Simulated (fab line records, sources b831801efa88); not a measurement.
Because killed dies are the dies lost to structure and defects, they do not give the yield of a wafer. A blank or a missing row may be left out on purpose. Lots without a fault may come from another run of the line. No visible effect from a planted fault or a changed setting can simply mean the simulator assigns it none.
fab line records -- flow sky130
record: lots: 12, wafers: 36, last_day: 50
route steps=708 shown NWELL@67 VT_ADJUST_HVTP@95 VT_ADJUST_NCORE@125 PAD_OPEN@708
lots untouched by any fault: they come from a run of this same line in which no faults occurred
start_h: hours from the record's opening day to when the first of the lot's shown wafers began -- wait_h: hours from the lot's prior step to this one -- " the same as in the row above -- L1.1+2: several wafers, shown together as one row -- - no value, or no start given -- * or withheld: withheld -- < > ~ a bound
route shown NAME@n: names a module that has steps shown in the file, with the first one's number in the route -- usual: mean/standard deviation of fault-free wafers -- same: alike in all rows -- chamber/n: place in a boat -- sites: per-site readings -- _std_site: standard deviation across them -- _edge_site: inner sites' mean taken away from outer sites' mean -- radius_mm: how far each site lies from the wafer's centre -- mask NAME#n: copy n -- behind: the most recent tool/chamber to have shaped the wafer -- hold: what put the lot on hold/how long, in hours/how the hold closed -- device: whichever transistor did not switch (one of n, p or np) -- end of line: the same wafers' tests at the end of the route -- a step with no rows: only its recipe -- killed: the dies lost at the first sort to structure and to defects; this is not the yield of the wafer -- map: dies across one wafer; x = killed, . = not, _ = none there
set.NAME: setting as actually run; set.NAME@STEP: the setting as run at that earlier step -- model.NAME: the simulator's own value behind a step, which no gauge read
route steps across a sampled set of lots; one table per step, one row per wafer
services: the hour from which a tool's chamber was out of use, counted from the record's first day as start_h (under 0 if before that day), plus the number of hours and why
== steps ==
step: SKY_NWELL_STRIP_14
recipe: chemistry: O2/N2, power_w: 1400, pressure_mtorr: 1500, platen_temp_c: withheld, o2_flow_sccm: 3000, n2_flow_sccm: 300, overash_fraction: 0.5
usual: drypump_motor_current_A: 5.7/0.44, oes_product_au: 0.723/0.0043, strip_time_to_endpoint_s: 36.89/0.087
lot.wafer,tool,chamber,start_h,wait_h,drypump_motor_current_A,oes_product_au,rf_hours_counter_h,strip_time_to_endpoint_s
L105.1,plasma_asher-04,1,86.42,0.1,5.8,0.721,30,36.88
L105.4,plasma_asher-04,1,86.42,0.1,5.8,0.721,-,36.80
L105.5,plasma_asher-04,0,86.42,0.1,5.3,0.725,-,36.85
L106.2,plasma_asher-04,1,93.07,0.1,5.8,0.725,31,36.95
L106.3,plasma_asher-04,1,93.07,0.1,5.8,0.719,-,36.95
L106.5,plasma_asher-04,0,93.07,0.1,5.3,0.727,-,36.96
L107.2,plasma_asher-04,0,100.11,0.1,5.3,0.728,31,36.90
L107.3,plasma_asher-04,0,100.11,0.1,5.3,0.723,-,36.94
L107.4,plasma_asher-04,1,100.11,0.1,5.8,0.719,-,36.98
L108.1,plasma_asher-03,1,108.26,0.1,6.7,0.722,43,36.74
L108.3,plasma_asher-03,1,108.26,0.1,6.6,0.721,-,36.85
L108.5,plasma_asher-03,1,108.26,0.1,6.6,0.720,-,36.71
L109.2,plasma_asher-02,1,109.76,0.1,5.4,0.723,38,36.72
L109.5,plasma_asher-02,1,109.76,0.1,5.3,0.728,-,36.87
L109.6,plasma_asher-02,0,109.76,0.1,6.3,0.724,-,36.71
L110.4,plasma_asher-04,0,117.65,0.1,5.3,0.722,-,36.83
L110.5,plasma_asher-04,1,117.65,0.1,5.8,0.729,-,36.94
L110.6,plasma_asher-04,0,117.65,0.1,5.3,0.725,-,36.89
L111.1,plasma_asher-02,1,122.91,0.1,5.4,0.722,40,36.82
L111.2,plasma_asher-02,0,122.91,0.1,6.2,0.724,40,36.72
L111.3,plasma_asher-02,1,122.91,0.1,5.4,0.720,-,36.82
L117.2,plasma_asher-04,1,158.57,0.1,5.8,0.721,37,36.85
L117.4,plasma_asher-04,1,158.57,0.1,5.8,0.716,-,36.93
L117.6,plasma_asher-04,1,158.57,0.1,5.8,0.722,-,37.00
L122.2,plasma_asher-04,1,182.06,0.1,5.8,0.720,40,36.81
L122.3,plasma_asher-04,1,182.06,0.1,5.8,0.719,-,36.86
L122.4,plasma_asher-04,0,182.06,0.1,5.3,0.717,-,36.80
L125.1,plasma_asher-02,1,202.92,0.1,5.4,0.726,48,36.80
L125.3,plasma_asher-02,0,202.92,0.1,6.2,0.729,-,36.76
L125.5,plasma_asher-02,1,202.92,0.1,5.4,0.725,-,36.85
L126.1,plasma_asher-02,1,206.41,0.1,5.4,0.723,48,36.96
L126.4,plasma_asher-02,0,206.41,0.1,6.3,0.719,-,37.02
L126.5,plasma_asher-02,0,206.41,0.1,6.3,0.730,-,36.93
L128.1,plasma_asher-02,1,219.07,0.1,5.4,0.722,50,36.94
L128.3,plasma_asher-02,0,219.07,0.1,6.3,0.732,-,36.88
L128.6,plasma_asher-02,1,219.07,0.1,5.4,0.720,-,37.02
step: SKY_NWELL_RTA_28
recipe: temp_c: 1050, time_s: 30, idle_temp_c: 650, ramp_up_c_per_s: 150, ramp_down_c_per_s: 90, ambient: N2
usual: lamp_power_pct: 25.31/0.05, wafer_temp_C_max: 1054.7/0.87
lot.wafer,tool,chamber,start_h,wait_h,lamp_power_pct,wafer_temp_C_max
L105.1,rtp_anneal-02,0,104.12,0.0,25.32,1054.7
L105.4,rtp_anneal-02,0,104.12,0.0,25.28,1055.0
L105.5,rtp_anneal-02,0,104.12,0.0,25.36,1055.9
L106.2,rtp_anneal-01,0,111.05,0.0,25.28,1054.8
L106.3,rtp_anneal-01,0,111.05,0.0,25.18,1055.0
L106.5,rtp_anneal-01,0,111.05,0.0,25.33,1054.9
L107.2,rtp_anneal-02,0,118.69,0.0,25.35,1054.9
L107.3,rtp_anneal-02,0,118.69,0.0,25.29,1055.5
L107.4,rtp_anneal-02,0,118.69,0.0,25.36,1052.9
L108.1,rtp_anneal-01,0,126.67,0.0,25.35,1054.0
L108.3,rtp_anneal-01,0,126.67,0.0,25.34,1054.3
L108.5,rtp_anneal-01,0,126.67,0.0,25.33,1054.5
L109.2,rtp_anneal-02,0,128.00,0.0,25.31,1054.3
L109.5,rtp_anneal-02,0,128.00,0.0,25.43,1054.3
L109.6,rtp_anneal-02,0,128.00,0.0,25.35,1055.6
L110.4,rtp_anneal-02,0,137.03,0.1,25.34,1054.6
L110.5,rtp_anneal-02,0,137.03,0.1,25.33,1054.6
L110.6,rtp_anneal-02,0,137.03,0.1,25.33,1055.3
L111.1,rtp_anneal-01,0,141.92,0.0,25.33,1054.0
L111.2,rtp_anneal-01,0,141.92,0.0,25.38,1055.8
L111.3,rtp_anneal-01,0,141.92,0.0,25.32,1054.2
L117.2,rtp_anneal-01,0,179.44,0.0,25.38,1055.2
L117.4,rtp_anneal-01,0,179.44,0.0,25.32,1054.4
L117.6,rtp_anneal-01,0,179.44,0.0,25.39,1053.8
L122.2,rtp_anneal-01,0,203.93,0.0,25.31,1055.3
L122.3,rtp_anneal-01,0,203.93,0.0,25.31,1055.1
L122.4,rtp_anneal-01,0,203.93,0.0,25.26,1053.7
L125.1,rtp_anneal-01,0,224.37,0.0,25.33,1053.3
L125.3,rtp_anneal-01,0,224.37,0.0,25.29,1055.1
L125.5,rtp_anneal-01,0,224.37,0.0,25.35,1055.6
L126.1,rtp_anneal-02,0,228.17,0.0,25.23,1056.6
L126.4,rtp_anneal-02,0,228.17,0.0,25.29,1054.4
L126.5,rtp_anneal-02,0,228.17,0.0,25.43,1056.1
L128.1,rtp_anneal-01,0,240.97,0.0,25.23,1053.8
L128.3,rtp_anneal-01,0,240.97,0.0,25.32,1054.2
L128.6,rtp_anneal-01,0,240.97,0.0,25.38,1055.4
step: SKY_VT_ADJUST_HVTP_STRIP_10
recipe: chemistry: O2/N2, power_w: 1400, pressure_mtorr: 1500, platen_temp_c: withheld, o2_flow_sccm: 3000, n2_flow_sccm: 300, overash_fraction: 0.5
usual: drypump_motor_current_A: 5.8/0.45, oes_product_au: 0.716/0.005, strip_time_to_endpoint_s: 14.16/0.041
lot.wafer,tool,chamber,start_h,wait_h,drypump_motor_current_A,oes_product_au,rf_hours_counter_h,strip_time_to_endpoint_s
L105.1,plasma_asher-03,0,122.47,0.1,5.4,0.709,0,14.18
L105.4,plasma_asher-03,1,122.47,0.1,6.6,0.710,-,14.18
L105.5,plasma_asher-03,1,122.47,0.1,6.6,0.718,-,14.14
L106.2,plasma_asher-01,1,130.33,0.1,6.0,0.712,46,14.21
L106.3,plasma_asher-01,0,130.33,0.1,5.6,0.725,-,14.17
L106.5,plasma_asher-01,0,130.33,0.1,5.6,0.712,-,14.26
L107.2,plasma_asher-01,1,137.59,0.1,6.0,0.710,46,14.15
L107.3,plasma_asher-01,1,137.59,0.1,6.0,0.719,-,14.13
L107.4,plasma_asher-01,0,137.59,0.1,5.6,0.711,-,14.15
L108.1,plasma_asher-03,0,146.34,0.1,5.4,0.717,2,14.13
L108.3,plasma_asher-03,0,146.34,0.1,5.4,0.709,-,14.18
L108.5,plasma_asher-03,1,146.34,0.1,6.6,0.717,-,14.15
L109.2,plasma_asher-01,1,147.93,0.1,6.0,0.713,47,14.16
L109.5,plasma_asher-01,1,147.93,0.1,6.0,0.706,-,14.19
L109.6,plasma_asher-01,0,147.93,0.1,5.6,0.712,-,14.17
L110.4,plasma_asher-04,1,156.55,0.1,5.8,0.720,-,14.15
L110.5,plasma_asher-04,1,156.55,0.1,5.8,0.719,-,14.17
L110.6,plasma_asher-04,0,156.55,0.1,5.3,0.708,-,14.17
L111.1,plasma_asher-03,0,161.62,0.1,5.4,0.709,4,14.24
L111.2,plasma_asher-03,1,161.62,0.1,6.6,0.718,4,14.26
L111.3,plasma_asher-03,0,161.62,0.1,5.5,0.713,-,14.24
L117.2,plasma_asher-03,1,200.87,0.1,6.5,0.717,8,14.14
L117.4,plasma_asher-03,1,200.87,0.1,6.6,0.717,-,14.17
L117.6,plasma_asher-03,1,200.87,0.1,6.6,0.713,-,14.16
L122.2,plasma_asher-03,1,226.23,0.1,6.6,0.722,9,14.12
L122.3,plasma_asher-03,0,226.23,0.1,5.4,0.716,-,14.13
L122.4,plasma_asher-03,1,226.23,0.1,6.5,0.716,-,14.14
L125.1,plasma_asher-03,0,247.60,0.1,5.4,0.712,11,14.26
L125.3,plasma_asher-03,0,247.60,0.1,5.4,0.717,-,14.20
L125.5,plasma_asher-03,0,247.60,0.1,5.4,0.719,-,14.23
L126.1,plasma_asher-01,1,250.52,0.1,6.0,0.712,57,14.24
L126.4,plasma_asher-01,1,250.52,0.1,6.0,0.706,-,14.27
L126.5,plasma_asher-01,1,250.52,0.1,6.0,0.712,-,14.21
L128.1,plasma_asher-04,0,264.39,0.1,5.3,0.715,48,14.12
L128.3,plasma_asher-04,1,264.39,0.1,5.8,0.717,-,14.10
L128.6,plasma_asher-04,0,264.39,0.1,5.3,0.705,-,14.09
step: SKY_VT_ADJUST_NCORE_DEVELOP_06
recipe: resist: NOVOLAK, developer: TMAH, develop_time_s: 60, dev_temp_c: 23
usual: exhaust_pa: 45.0/0.78, resist_line_temp_C: 22.99/0.12
lot.wafer,tool,chamber,start_h,wait_h,exhaust_pa,resist_line_temp_C
L105.1,litho_track-02,0,181.06,0.1,45.2,22.77
L105.4,litho_track-02,0,181.06,0.1,44.6,22.92
L105.5,litho_track-02,0,181.06,0.1,43.5,22.88
L106.2,litho_track-02,0,189.99,0.1,44.6,22.96
L106.3,litho_track-02,0,189.99,0.1,45.3,22.98
L106.5,litho_track-02,0,189.99,0.1,44.6,23.08
L107.2,litho_track-04,0,198.05,0.1,45.7,23.11
L107.3,litho_track-04,0,198.05,0.1,45.1,23.03
L107.4,litho_track-04,0,198.05,0.1,45.0,23.08
L108.1,litho_track-02,0,208.61,0.1,44.8,22.99
L108.3,litho_track-02,0,208.61,0.1,45.0,23.01
L108.5,litho_track-02,0,208.61,0.1,44.2,22.97
L109.2,litho_track-02,0,210.54,0.1,45.0,22.63
L109.5,litho_track-02,0,210.54,0.1,46.1,22.83
L109.6,litho_track-02,0,210.54,0.1,45.2,22.68
L110.4,litho_track-02,0,220.54,0.1,45.8,22.78
L110.5,litho_track-02,0,220.54,0.1,45.0,22.83
L110.6,litho_track-02,0,220.54,0.1,45.6,22.87
L111.1,litho_track-02,0,225.26,0.1,44.9,22.96
L111.2,litho_track-02,0,225.26,0.1,44.3,22.98
L111.3,litho_track-02,0,225.26,0.1,46.1,23.12
L117.2,litho_track-02,0,267.14,0.1,44.3,23.09
L117.4,litho_track-02,0,267.14,0.1,45.8,23.20
L117.6,litho_track-02,0,267.14,0.1,46.9,23.08
L122.2,litho_track-01,0,295.55,0.1,46.0,22.99
L122.3,litho_track-01,0,295.55,0.1,45.2,23.11
L122.4,litho_track-01,0,295.55,0.1,44.7,23.07
L125.1,litho_track-02,0,316.11,0.1,45.1,22.84
L125.3,litho_track-02,0,316.11,0.1,44.6,22.77
L125.5,litho_track-02,0,316.11,0.1,46.0,22.87
L126.1,litho_track-02,0,321.71,0.1,45.9,23.02
L126.4,litho_track-02,0,321.71,0.1,45.4,23.10
L126.5,litho_track-02,0,321.71,0.1,46.7,22.90
L128.1,litho_track-04,0,335.82,0.1,45.9,22.94
L128.3,litho_track-04,0,335.82,0.1,45.0,23.17
L128.6,litho_track-04,0,335.82,0.1,45.7,22.94
step: SKY_VT_ADJUST_NCORE_CD_MEAS_07
recipe: target_cd_nm: 380
usual: cd_nm: 380.2/2.7
lot.wafer,tool,chamber,start_h,wait_h,cd_nm
L105.1,cd_sem-01,-,181.21,0.1,378.1
L105.4,cd_sem-01,-,181.21,0.1,377.5
L105.5,cd_sem-01,-,181.21,0.1,379.4
L106.2,cd_sem-01,-,190.13,0.1,384.1
L106.3,cd_sem-01,-,190.13,0.1,381.9
L106.5,cd_sem-01,-,190.13,0.1,382.9
L107.2,cd_sem-01,-,198.19,0.1,385.5
L107.3,cd_sem-01,-,198.19,0.1,385.1
L107.4,cd_sem-01,-,198.19,0.1,384.8
L108.1,cd_sem-02,-,208.76,0.1,382.7
L108.3,cd_sem-02,-,208.76,0.1,380.9
L108.5,cd_sem-02,-,208.76,0.1,381.5
L109.2,cd_sem-01,-,210.68,0.1,377.4
L109.5,cd_sem-01,-,210.68,0.1,377.3
L109.6,cd_sem-01,-,210.68,0.1,378.6
L110.4,cd_sem-02,-,220.67,0.1,383.1
L110.5,cd_sem-02,-,220.67,0.1,380.6
L110.6,cd_sem-02,-,220.67,0.1,382.7
L111.1,cd_sem-01,-,225.41,0.1,380.4
L111.2,cd_sem-01,-,225.41,0.1,379.5
L111.3,cd_sem-01,-,225.41,0.1,377.6
L117.2,cd_sem-02,-,267.28,0.1,376.4
L117.4,cd_sem-02,-,267.28,0.1,376.7
L117.6,cd_sem-02,-,267.28,0.1,374.5
L122.2,cd_sem-01,-,295.70,0.1,381.2
L122.3,cd_sem-01,-,295.70,0.1,379.9
L122.4,cd_sem-01,-,295.70,0.1,378.5
L125.1,cd_sem-02,-,316.26,0.1,369.9
L125.3,cd_sem-02,-,316.26,0.1,373.2
L125.5,cd_sem-02,-,316.26,0.1,371.0
L126.1,cd_sem-02,-,321.86,0.1,373.9
L126.4,cd_sem-02,-,321.86,0.1,372.0
L126.5,cd_sem-02,-,321.86,0.1,372.2
L128.1,cd_sem-02,-,335.97,0.1,377.1
L128.3,cd_sem-02,-,335.97,0.1,376.3
L128.6,cd_sem-02,-,335.97,0.1,376.5
step: SKY_PAD_OPEN_PROBE_99
usual: killed_at_M0_to_M3: 43/7.3, killed_at_M4_up: 3.2/1.8, killed_at_contacts: 24/5.8, killed_at_front_end: 16/4.5, killed_at_other: 0.3/0.53, killed_dies: 87/9.9, killed_open: 48/6.8, killed_short: 39/6.9
same: gross_dies: 492, killed_at_back_side: 0
lot.wafer,tool,chamber,start_h,wait_h,killed_at_M0_to_M3,killed_at_M4_up,killed_at_contacts,killed_at_front_end,killed_at_other,killed_dies,killed_open,killed_short
L105.1,prober-01,-,1071.04,0.1,49,3,23,15,0,90,42,48
L105.4,prober-01,-,1071.19,0.2,47,2,24,12,0,85,45,40
L105.5,prober-01,-,1071.24,0.2,37,3,22,8,0,70,36,34
L128.1,prober-02,-,1193.15,0.1,56,4,21,16,0,97,55,42
L128.3,prober-02,-,1193.25,0.2,47,3,23,18,0,91,57,34
L128.6,prober-02,-,1193.40,0.2,37,3,21,18,0,79,46,33
killed by level:class
L105.1 VIA1:geometric_particle:open=8 LOCAL_INTERCONNECT:geometric_particle:short=7 CONTACT:geometric_particle:open=7 VIA3:geometric_particle:short=6 VIA3:geometric_particle:open=6 FIELD_ISO:geometric_particle:short=5 LI_CONTACT:geometric_particle:open=5 METAL1:geometric_particle:short=5
L105.4 CONTACT:geometric_particle:open=12 VIA3:geometric_particle:open=12 METAL2:geometric_particle:short=8 LOCAL_INTERCONNECT:geometric_particle:short=6 VIA2:geometric_particle:open=6 VIA1:geometric_particle:open=6 VIA1:geometric_particle:short=4 VIA3:geometric_particle:short=4
L105.5 VIA2:geometric_particle:open=10 CONTACT:geometric_particle:open=8 METAL2:geometric_particle:short=7 VIA1:geometric_particle:open=7 LI_CONTACT:geometric_particle:short=4 LI_CONTACT:geometric_particle:open=4 POLY_GATE:geometric_particle:open=3 LOCAL_INTERCONNECT:geometric_particle:short=3
L128.1 VIA1:geometric_particle:open=11 VIA2:geometric_particle:open=10 CONTACT:geometric_particle:open=8 VIA1:geometric_particle:short=8 METAL2:geometric_particle:short=8 VIA2:geometric_particle:short=7 LI_CONTACT:geometric_particle:open=7 VIA3:geometric_particle:open=6
L128.3 VIA1:geometric_particle:open=12 VIA2:geometric_particle:open=11 METAL1:geometric_particle:short=8 FIELD_ISO:geometric_particle:open=6 CONTACT:geometric_particle:open=6 LI_CONTACT:geometric_particle:open=5 LI_CONTACT:geometric_particle:short=5 METAL2:geometric_particle:short=4
L128.6 VIA1:geometric_particle:open=11 LI_CONTACT:geometric_particle:open=8 POLY_GATE:geometric_particle:open=6 POLY_GATE:geometric_particle:short=5 CONTACT:geometric_particle:open=5 METAL2:geometric_particle:short=5 VIA3:geometric_particle:open=5 LI_CONTACT:geometric_particle:short=4
== services ==
tool,chamber,start_h,hours,kind
plasma_asher-03,-,66.34,0.5,repair
plasma_asher-03,-,84.79,0.5,repair
plasma_asher-03,-,108.75,9.0,pm
plasma_asher-03,0,108.75,9.0,vent_cycle
plasma_asher-03,1,108.75,9.0,vent_cycle
plasma_asher-03,0,117.75,-,clean
plasma_asher-03,1,117.75,-,clean
plasma_asher-03,-,201.05,3.7,repair
plasma_asher-03,-,206.60,14.6,pm
plasma_asher-01,-,229.97,1.5,repair
== key ==
first_sign: step: SKY_VT_ADJUST_NCORE_CD_MEAS_07, reading: cd_nm, direction: down, sigmas: 3, usual: 380.2, struck: 372.0
effect none on later readings
met_at SKY_VT_ADJUST_NCORE_DEVELOP_06
struck_lots L125,L126
tester_left_out L125,L126
not_acting_at SKY_NWELL_STRIP_14,SKY_NWELL_RTA_28,SKY_VT_ADJUST_HVTP_STRIP_10
onset_between 267.14 316.11
fault: kind: process_parameter_drift, tool: litho_track-02, chamber: -, onset_h: 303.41, steps: SKY_VT_ADJUST_NCORE_DEVELOP_06, channel: develop_time_s, offset: *, shape: step, end_h: 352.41, acts_in: *, stated: *
tester_left_out: of these lots the tester's yield and bins aren't shown, on N5 and GAA mostly nor the transistor test; their killed dies are dies lost to structure and defects alone, not to doping, threshold or leakage, so they don't give the yield
